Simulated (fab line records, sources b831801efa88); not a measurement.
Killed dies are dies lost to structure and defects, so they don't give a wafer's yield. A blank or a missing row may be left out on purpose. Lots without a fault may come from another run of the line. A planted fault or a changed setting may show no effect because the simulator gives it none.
A struck lot beside a sound one | flow sky130 | 45 steps out of a route of 708
Sound: wafers L423.2, L423.5, L423.6. Struck: wafers L414.2, L414.3, L414.4. The cause comes at the end.
At each step with rows: each side's tool, then ch and its chambers, then its first start. Under that, the readings that differ: sound wafers | struck wafers | difference of the means | sigmas: that difference in standard deviations of wafers without a fault.
alike: readings whose means differ by less than 2 such deviations, and words and numbers that are the same on both sides. not compared: withheld readings, readings that some wafer has no value for, bounds like >300 that may hide the same value, and numbers for which the record gives no deviation and whose values overlap.
The two part at a step that has a row with sigmas, a row that says differs or no value, or rows on one side only. Numbers that don't overlap but have no deviation are shown without sigmas and don't part them. A reading that every wafer of one side lacks parts them only if that side has two wafers or more.

SKY_POLY_GATE_THK_MEAS_01:
  sound on film_metro-02, day 20 03:03; struck on film_metro-02, day 16 11:36
  alike: POLY_GATE_CVD_00_THK
then, 8 steps without rows for these wafers: SKY_RES_PROTECT_DEHYDRATE_00 (time 60 s); SKY_RES_PROTECT_HMDS_01 (prime time 60 s); SKY_RES_PROTECT_COAT_02 (resist thk 1140 nm); SKY_RES_PROTECT_SOFTBAKE_03 (time 60 s); SKY_RES_PROTECT_EXPOSE_04 (exposes mask RPM, target cd 1270 nm); SKY_RES_PROTECT_PEB_05; SKY_RES_PROTECT_DEVELOP_06 (develop time 60 s); SKY_POLY_GATE_IMPLANT_02.
SKY_RES_PROTECT_STRIP_07: strips in O2/N2.
  sound on plasma_asher-04 ch 0,1, day 21 09:37; struck on plasma_asher-01 ch 0,1, day 17 15:47
  reading                     | sound       | struck      | difference | sigmas
  drypump_motor_current_A (A) | 6.2 5.8 6.2 | 5.5 5.1 5.5 | -0.7       | -2
  alike: oes_product_au, strip_time_to_endpoint_s
  not compared: rf_hours_counter_h
SKY_RES_PROTECT_TW_MEAS_08:
  sound on film_metro-04, day 21 09:43; struck on film_metro-02, day 17 15:53
  alike: POLY_GATE_TW
then, 1 step without rows for these wafers: SKY_RES_PROTECT_CLEAN_09 (cleans in SC1/SC2, time 150 s).
SKY_POLY_GATE_CVD_03: deposits Si3N4 from DCS/NH3, target thk 75 nm, time 1290 s.
  sound on lpcvd-02 ch 0, day 21 09:49; struck on lpcvd-02 ch 0, day 17 17:16
  reading                                     | sound             | struck            | difference | sigmas
  model.Si3N4_of_POLY_GATE_CVD_03.thk_nm (nm) | 74.95 74.71 75.56 | 40.16 39.97 40.21 | -34.96     |
  alike: pressure_mtorr, zone_power_bottom_pct
SKY_POLY_GATE_THK_MEAS_04:
  sound on film_metro-02, day 21 11:11; struck on film_metro-04, day 17 18:38
  reading                   | sound          | struck         | difference | sigmas
  POLY_GATE_CVD_03_THK (nm) | 75.0 74.7 75.5 | 40.2 39.9 40.2 | -35.0      | -49
then, 8 steps without rows for these wafers: SKY_POLY_GATE_DEHYDRATE_05 (time 60 s); SKY_POLY_GATE_HMDS_06 (prime time 60 s); SKY_POLY_GATE_COAT_07 (resist thk 110 nm); SKY_POLY_GATE_COAT_08 (resist thk 450 nm); SKY_POLY_GATE_SOFTBAKE_09 (time 90 s); SKY_POLY_GATE_EXPOSE_10 (exposes mask P1M, target cd 150 nm); SKY_POLY_GATE_PEB_11; SKY_POLY_GATE_DEVELOP_12 (develop time 60 s).
SKY_POLY_GATE_CD_MEAS_13: target cd 150 nm.
  sound on cd_sem-02, day 22 17:38; struck on cd_sem-02, day 19 00:53
  alike: cd_nm
SKY_POLY_GATE_OVL_MEAS_14:
  sound on overlay-01, day 22 17:44; struck on overlay-01, day 19 00:59
  alike: POLY_GATE_OVL
SKY_POLY_GATE_ETCH_15: etches BARC in N2/H2, stops on SiO2, time 118.5 s, target depth 110 nm.
  sound on rie_diel-03 ch 0,1,2, day 22 17:46; struck on rie_diel-01 ch 0,2,3, day 19 01:01
  alike: bias_w, drypump_motor_current_A, h2_flow_sccm, oes_product_au, throttle_valve_pct
  not compared: rf_hours_counter_h
SKY_POLY_GATE_ETCH_16: etches Si3N4 in CH3F/O2, stops on poly-Si, time 147.5 s, target depth 75 nm.
  sound on rie_diel-03 ch 0,1,2, day 22 17:52; struck on rie_diel-01 ch 0,2,3, day 19 01:07
  reading                  | sound             | struck            | difference | sigmas
  oes_product_au (a.u.)    | 0.639 0.638 0.636 | 0.515 0.523 0.517 | -0.119     | -23
  model.etch.depth_nm (nm) | 74.95 74.71 75.56 | 40.16 39.97 40.21 | -34.96     |
  alike: bias_w, drypump_motor_current_A, throttle_valve_pct
  not compared: rf_hours_counter_h
SKY_POLY_GATE_ETCH_17: etches poly-Si in HBr/Cl2, stops on SiO2, target depth 180 nm, time 70.5 s.
  sound on rie_si-01 ch 0,3, day 22 17:58; struck on rie_si-01 ch 0,1,3, day 19 01:13
  alike: bias_w, drypump_motor_current_A, oes_product_au, throttle_valve_pct
  not compared: rf_hours_counter_h
SKY_POLY_GATE_STRIP_18: strips in O2/N2.
  sound on plasma_asher-03 ch 0,1, day 22 18:01; struck on plasma_asher-02 ch 0,1, day 19 01:16
  reading                     | sound       | struck      | difference | sigmas
  drypump_motor_current_A (A) | 4.9 5.3 4.9 | 5.8 5.8 5.7 | +0.7       | +2
  alike: oes_product_au, strip_time_to_endpoint_s
  not compared: rf_hours_counter_h
then, 2 steps without rows for these wafers: SKY_POLY_GATE_CLEAN_19 (cleans in SC1/SC2, time 150 s); SKY_POLY_GATE_OXIDATION_20 (stabilise 600 s, purge 300 s, target thk 4 nm).
SKY_POLY_GATE_THK_MEAS_21:
  sound on film_metro-02, day 22 20:32; struck on film_metro-02, day 19 03:29
  alike: POLY_GATE_OXIDATION_THK
SKY_POLY_GATE_CD_MEAS_22:
  sound on cd_sem-01, day 22 20:37; struck on cd_sem-01, day 19 03:34
  alike: cd_nm
then, 7 steps without rows for these wafers: SKY_LDD_N_DEHYDRATE_00 (time 60 s); SKY_LDD_N_HMDS_01 (prime time 60 s); SKY_LDD_N_COAT_02 (resist thk 300 nm); SKY_LDD_N_SOFTBAKE_03 (time 60 s); SKY_LDD_N_EXPOSE_04 (exposes mask NTM, target cd 840 nm); SKY_LDD_N_PEB_05; SKY_LDD_N_DEVELOP_06 (develop time 60 s).
SKY_LDD_N_OVL_MEAS_07:
  sound on overlay-01, day 24 02:34; struck on overlay-02, day 20 09:55
  alike: LDD_N_OVL
then, 2 steps without rows for these wafers: SKY_LDD_N_IMPLANT_08; SKY_LDD_N_IMPLANT_09.
-- the record jumps here: 5 days lie between the struck wafers' starts before and after (it left off in module LDD_N and takes up again in module LDD_LDN, whose first step shown is number 303 of the route) --
SKY_LDD_LDN_CLEAN_14: cleans in SC1/SC2, time 150 s.
  sound on wet_bench-02 ch 3, day 29 04:32; struck on wet_bench-04 ch 2, day 25 12:39
  reading                                     | sound             | struck            | difference | sigmas
  model.Si3N4_of_POLY_GATE_CVD_03.thk_nm (nm) | 74.82 74.58 75.43 | 40.03 39.83 40.07 | -34.97     |
SKY_POLY_CUT_ETCH_11: etches Si3N4 in CF4/CH2F2/Ar, stops on poly-Si, time 42.5 s, target depth 60 nm.
  sound on rie_diel-01 ch 0,1, day 30 09:52; struck on rie_diel-02 ch 0,1,3, day 26 19:03
  reading                              | sound             | struck            | difference | sigmas
  oes_product_au (a.u.)                | 0.830 0.818 0.837 | 0.619 0.614 0.610 | -0.214     | -33
  model.POLY_CUT.feature_depth_nm (nm) | 61.64 61.59 62.33 | 33.11 32.82 33.14 | -28.83     |
  model.etch.depth_nm (nm)             | 61.64 61.59 62.33 | 33.11 32.82 33.14 | -28.83     |
  alike: bias_w, drypump_motor_current_A, throttle_valve_pct
  not compared: rf_hours_counter_h
-- the record jumps here: 21 days lie between the struck wafers' starts before and after (it left off in module POLY_CUT and takes up again in module PAD_OPEN, whose first step shown is number 708 of the route) --
SKY_PAD_OPEN_PROBE_99:
  sound on prober-02, day 49 21:42; struck on prober-02, day 47 12:31
  reading                             | sound            | struck      | difference | sigmas
  model.etest.cap_li_to_poly.c_af_um2 | 99.2 102.3 99.94 | 94.19 95.56 | -5.61      |

WHERE THEY PART
First at SKY_RES_PROTECT_STRIP_07; last, within this record, at SKY_POLY_CUT_ETCH_11.

WHY: what the simulator had put in
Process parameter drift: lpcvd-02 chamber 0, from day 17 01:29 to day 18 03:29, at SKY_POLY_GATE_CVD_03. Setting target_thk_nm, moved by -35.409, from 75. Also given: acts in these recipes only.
